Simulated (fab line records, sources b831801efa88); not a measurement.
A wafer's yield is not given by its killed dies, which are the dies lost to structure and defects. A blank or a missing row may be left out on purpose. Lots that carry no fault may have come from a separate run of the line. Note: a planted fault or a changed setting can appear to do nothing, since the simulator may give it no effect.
The same fault as seen by 2 desks ; flow gf180mcu ; what lay behind the numbers comes last; until then each desk has only its own

FROM THE METROLOGY DESK
Means of the sampled wafers that have a number, per lot and without regard to the tool the lot ran on: this is what the gauges read. The brackets show how far a lot's mean lies from the usual mean; more than 4 standard deviations puts the lot out of limits, marked OUT.
Columns: A = M2_ALCU_RS at GF_M2_RS_MEAS_05, usual 0.0697 ohm/sq; B = M2_ALCU_THK at GF_M2_THK_MEAS_06, usual 449 nm; C = cdNm at GF_V3_CD_MEAS_14, usual 260.1 nm
lot;first seen here;A;B;C
L342;day 18 18:26;0.0684;458;259.6
L343;day 19 13:29;0.0689;456;261.9
L345;day 20 11:23;0.0693;452;258.4
L344;day 20 13:09;0.0692;450;260.9
L346;day 21 21:51;0.0704;446;261.0
L348;day 22 02:11;0.0696;452;259.5
L351;day 23 04:23;0.0701;446;259.3
L353;day 23 10:39;0.0708;441;261.3
L355;day 24 01:11;0.0800 (+13) OUT;394 (-9.3) OUT;260.3
L356;day 24 08:55;0.0744 (+5.9) OUT;424 (-4.2) OUT;261.1
L361;day 25 19:02;0.0700;447;259.9
L362;day 25 23:01;0.0707;442;258.3
This desk finds L355, L356 out of limits, with the earliest case on L355 at day 24 01:11 (M2_ALCU_RS at GF_M2_RS_MEAS_05). L342, L343, L345, L344, L346, L348, L351, L353, L361, L362: within limits.

TOOL OWNER'S DESK, pvdSputter-04
The tool's own readings at GF_M2_SPUTTER_02 (material AlCu, target thk 450 nm, time 23.9 s): means of the sampled wafers that have a number, for each lot that ran on this tool. The brackets show how far a lot's mean lies from the usual mean; more than 4 standard deviations puts the lot out of limits, marked OUT.
Columns: A = throttleValvePct at GF_M2_SPUTTER_02, usual 30.3 %
lot;first seen here;A
L342;day 18 18:21;30.1
L346;day 21 21:44;30.2
L348;day 22 02:05;30.1
L351;day 23 04:16;30.1
L355;day 24 01:05;29.5
L356;day 24 08:49;30.3
Finding of this desk: none of the 6 lots has anything out of limits.

TAKEN TOGETHER
Metrology desk: alarm possible at day 24 01:11 on L355, L356.
Nothing out of limits was seen by the tool owner's desk.
On record at the tool owner's desk: L355, L356, within its limits.
The lots listed all ran GF_M2_SPUTTER_02 on pvdSputter-04.

WHAT WAS PUT IN BY THE SIMULATOR
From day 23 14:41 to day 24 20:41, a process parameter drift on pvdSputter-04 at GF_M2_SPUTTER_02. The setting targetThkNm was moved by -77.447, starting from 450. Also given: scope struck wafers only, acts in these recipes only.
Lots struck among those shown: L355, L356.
Delay in hours, fault start to first out-of-limits reading, per desk: metrology desk 10.
